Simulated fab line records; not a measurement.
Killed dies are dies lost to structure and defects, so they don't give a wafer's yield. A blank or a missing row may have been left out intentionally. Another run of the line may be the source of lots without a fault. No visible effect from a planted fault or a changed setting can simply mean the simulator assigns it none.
What tool caused it? | flow sky130 | 11 lots with 33 wafers sampled at 3 steps, on a route of 708 steps

## WHAT THE GAUGES SHOWED, per wafer
SKY_VIA2_THK_MEAS_01.
lot  | measured     | on            | VIA2_HDPCVD_THK (nm)
L240 | day 34 11:32 | film-metro-04 | 1174 1178 1174
L245 | day 37 08:51 | film-metro-03 | 1364 1356 1377 1365 1356 1380
L247 | day 37 13:31 | film-metro-01 | 1366 1357 1386 1365 1357 1386
L254 | day 39 07:52 | film-metro-01 | 1182 1195 1184
L257 | day 40 16:44 | film-metro-01 | 1175 1198 1200
L258 | day 40 21:37 | film-metro-03 | 1185 1179 1178
L259 | day 40 23:04 | film-metro-01 | 1181 1180 1183
L260 | day 41 19:10 | film-metro-03 | 1184 1192 1180
L261 | day 42 02:37 | film-metro-01 | 1191 1189 1199
L263 | day 42 03:26 | film-metro-01 | 1188 1189 1191
L262 | day 42 07:59 | film-metro-01 | 1184 1179 1174

## EACH LOT AND THE TOOL THAT RAN IT (in order: tool; ch and the chambers of the sampled wafers; start)
lot  | SKY_METAL2_SPUTTER_02        | SKY_VIA2_HDPCVD_00
L240 | pvd-sputter-03, day 33 07:44 | hdpcvd-01 ch 0,1,2, day 34 11:25
L245 | pvd-sputter-03, day 36 05:48 | hdpcvd-01 ch 1,2, day 37 08:40
L247 | pvd-sputter-02, day 36 08:53 | hdpcvd-01 ch 0,2, day 37 13:22
L254 | pvd-sputter-04, day 38 05:33 | hdpcvd-02 ch 0,1,2, day 39 07:44
L257 | pvd-sputter-04, day 39 15:11 | hdpcvd-02 ch 0,2, day 40 16:37
L258 | pvd-sputter-04, day 39 19:56 | hdpcvd-02 ch 0,1,2, day 40 21:29
L259 | pvd-sputter-03, day 39 21:35 | hdpcvd-02 ch 0,1,2, day 40 22:55
L260 | pvd-sputter-02, day 40 15:58 | hdpcvd-01 ch 0,1, day 41 19:03
L261 | pvd-sputter-02, day 41 00:44 | hdpcvd-01 ch 0,1,2, day 42 02:30
L263 | pvd-sputter-04, day 41 01:41 | hdpcvd-01 ch 0,1,2, day 42 03:19
L262 | pvd-sputter-02, day 41 06:20 | hdpcvd-01 ch 0,1,2, day 42 07:51
- SKY_METAL2_SPUTTER_02: material AlCu, target thk 250 nm, time 13.3 s.
- SKY_VIA2_HDPCVD_00: deposits SiO2, target thk 1180 nm, time 196.7 s.

## THE ANSWER, worked out from the rows above alone
Rule: the usual values come from the lots themselves. The widest of any qualifying gaps counts: lots, ordered by their means at a reading, are off when they make up no more than a third of the lots, leave a main group of 4 or more, and stand apart from it by 3 or more times the standard deviation of that group's means. The tables above print the reading to a certain number of digits; a main group whose means all agree to those digits is not used. A lot without any number at a reading at which 4 lots or more have one is off too. Any other lot the step has rows for is counted as sound.
Off: L245, L247, seen at SKY_VIA2_THK_MEAS_01 (VIA2_HDPCVD_THK). The main group has a mean of 1185 nm with a standard deviation of 5.6.
A tool fits if, at a process step before that reading, it ran every lot that is off, and no sound lot after the first of them. The gauges at SKY_VIA2_THK_MEAS_01 are tried like those tools. Of those tried, none fits.

## WHAT THE SIMULATOR HAD INSERTED
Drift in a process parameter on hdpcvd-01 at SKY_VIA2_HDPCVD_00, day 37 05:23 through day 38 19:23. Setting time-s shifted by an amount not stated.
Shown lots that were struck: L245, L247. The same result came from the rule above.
